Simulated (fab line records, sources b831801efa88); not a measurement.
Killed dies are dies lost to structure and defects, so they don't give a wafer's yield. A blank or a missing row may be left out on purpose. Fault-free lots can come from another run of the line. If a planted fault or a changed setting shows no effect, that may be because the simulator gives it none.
Struck lot and sound lot, side by side    flow gf180mcu    24 out of 602 route steps
Sound: these wafers, L535.2, L535.4, L535.6. Wafers L545.2, L545.4, L545.6 were the ones struck. The cause is named last.
Each step with rows lists, per side, the tool, then ch with its chambers, then its first start. Under that, the readings that differ: sound wafers    struck wafers    difference of the means    sigmas: that difference in standard deviations of wafers without a fault.
alike: readings with means less than 2 such deviations apart, plus words and numbers identical on both sides. not compared: withheld readings, readings lacking a value on some wafer, bounds such as >300 that could conceal the same value, and numbers that have no deviation in the record and whose values overlap.
A row with sigmas, a row that says differs or no value, or rows on one side alone: a step with any of these is where the two part. Numbers that don't overlap but have no deviation are shown without sigmas and don't part them. A reading that every wafer of one side lacks parts them only if that side has two wafers or more.

GF_HV_LDD_STRIP_49: strips in O2/N2.
  sound on plasma_asher-02 ch 1, day 12 09:10; struck on plasma_asher-04 ch 0,1, day 16 00:56
  alike: drypump_motor_current_A, heater_power_w, oes_product_au, strip_time_to_endpoint_s
  not compared: rf_hours_counter_h
GF_HV_LDD_TW_MEAS_50:
  sound on film_metro-04 at day 12 09:16; struck on film_metro-03 at day 16 01:02
  alike: HV_LDD_4_TW
then, 1 step without rows for these wafers: GF_HV_LDD_CLEAN_51 (cleans in SC1/SC2, time 150 s).
GF_HV_LDD_RTA_52: time 10 s.
  sound on rtp_anneal-02 ch 0, day 12 09:23; struck on rtp_anneal-02 ch 0, day 16 01:10
  alike: lamp_power_pct, wafer_temp_C_max
GF_HV_LDD_RS_MEAS_53: a four-point-probe measurement.
  sound on film_metro-01 at day 12 09:28; struck on film_metro-03 at day 16 01:14
  alike: HV_LDD_RS
then, 1 step without rows for these wafers: GF_HV_LDD_CVD_54 (deposits SiO2 from TEOS, target thk 10 nm, time 75 s).
GF_HV_LDD_THK_MEAS_55:
  sound on film_metro-01 at day 12 10:50; struck on film_metro-03 at day 16 02:22
  alike: HV_LDD_CVD_54_THK
then, 1 step without rows for these wafers: GF_HV_LDD_CVD_56 (deposits Si3N4 from DCS/NH3, target thk 90 nm, time 1543 s).
GF_HV_LDD_THK_MEAS_57:
  sound on film_metro-01 at day 12 12:19; struck on film_metro-01 at day 16 03:52
  alike: HV_LDD_CVD_56_THK
GF_HV_LDD_ETCHBACK_58: etches Si3N4 in CH3F/O2, stops on SiO2, time 100 s, target depth 90 nm.
  sound on rie_diel-02 ch 0,1,3, day 12 12:22; struck on rie_diel-03 ch 0,1, day 16 03:55
  alike: drypump_motor_current_A, oes_product_au, throttle_valve_pct
  not compared: rf_hours_counter_h
then, 2 steps without rows for these wafers: GF_NSD_DEHYDRATE_00 (time 60 s); GF_NSD_HMDS_01 (prime time 60 s).
GF_NSD_COAT_02: resist thk 1000 nm.
  sound on litho_track-03 ch 0, day 12 21:49; struck on litho_track-03 ch 0, day 16 15:04
reading                                   sound              struck          difference  sigmas
model.NOVOLAK_of_NSD_COAT_02.thk_nm (nm)  993.7 993.7 992.9  1151 1148 1152  +157        
  alike: dispense_pressure_kPa
then, 3 steps without rows for these wafers: GF_NSD_SOFTBAKE_03 (time 60 s); GF_NSD_EXPOSE_04 (exposes mask Nplus, target cd 400 nm); GF_NSD_PEB_05.
GF_NSD_DEVELOP_06: develop time 60 s.
  sound on litho_track-03 ch 0, day 13 07:40; struck on litho_track-04 ch 0, day 17 02:22
reading                                   sound              struck          difference  sigmas
model.NOVOLAK_of_NSD_COAT_02.thk_nm (nm)  993.2 993.3 992.5  1151 1148 1151  +157        
GF_NSD_CD_MEAS_07: target cd 400 nm.
  sound on cd_sem-01 at day 13 07:49; struck on cd_sem-02 at day 17 02:56
reading     sound              struck             difference  sigmas
cd_nm (nm)  397.2 395.7 398.4  386.7 389.0 387.3  -9.4        -4
  not compared: hold
GF_NSD_OVL_MEAS_08:
  sound on overlay-01 at day 13 07:55; struck on overlay-01 at day 17 07:41
reading  sound  struck                                                                      difference                    sigmas
hold     - - -  await_dispo/4.6h/release await_dispo/4.6h/release await_dispo/4.6h/release  no value on the sound wafers  
  alike: NSD_OVL
then, 2 steps without rows for these wafers: GF_NSD_IMPLANT_09; GF_NSD_IMPLANT_10.
GF_NSD_STRIP_11: strips in O2/N2.
  sound on plasma_asher-02 ch 0, day 13 08:15; struck on plasma_asher-02 ch 0, day 17 08:07
reading                       sound              struck             difference  sigmas
oes_product_au (a.u.)         0.484 0.479 0.485  0.509 0.505 0.507  +0.024      +6
strip_time_to_endpoint_s (s)  22.90 22.88 22.88  24.63 24.60 24.61  +1.73       +38
  alike: drypump_motor_current_A, heater_power_w
  not compared: rf_hours_counter_h
GF_NSD_TW_MEAS_12:
  sound on film_metro-03 at day 13 08:22; struck on film_metro-02 at day 17 08:18
  alike: NSD_TW
then, 1 step without rows for these wafers: GF_PASSIVATION_PROBE_99.

== WHERE THEY PART ==
Earliest at GF_NSD_CD_MEAS_07; latest, in this record, at GF_NSD_STRIP_11. Later steps at which nothing parts them and some readings are alike: GF_NSD_TW_MEAS_12.

WHY: what had been put in by the simulator
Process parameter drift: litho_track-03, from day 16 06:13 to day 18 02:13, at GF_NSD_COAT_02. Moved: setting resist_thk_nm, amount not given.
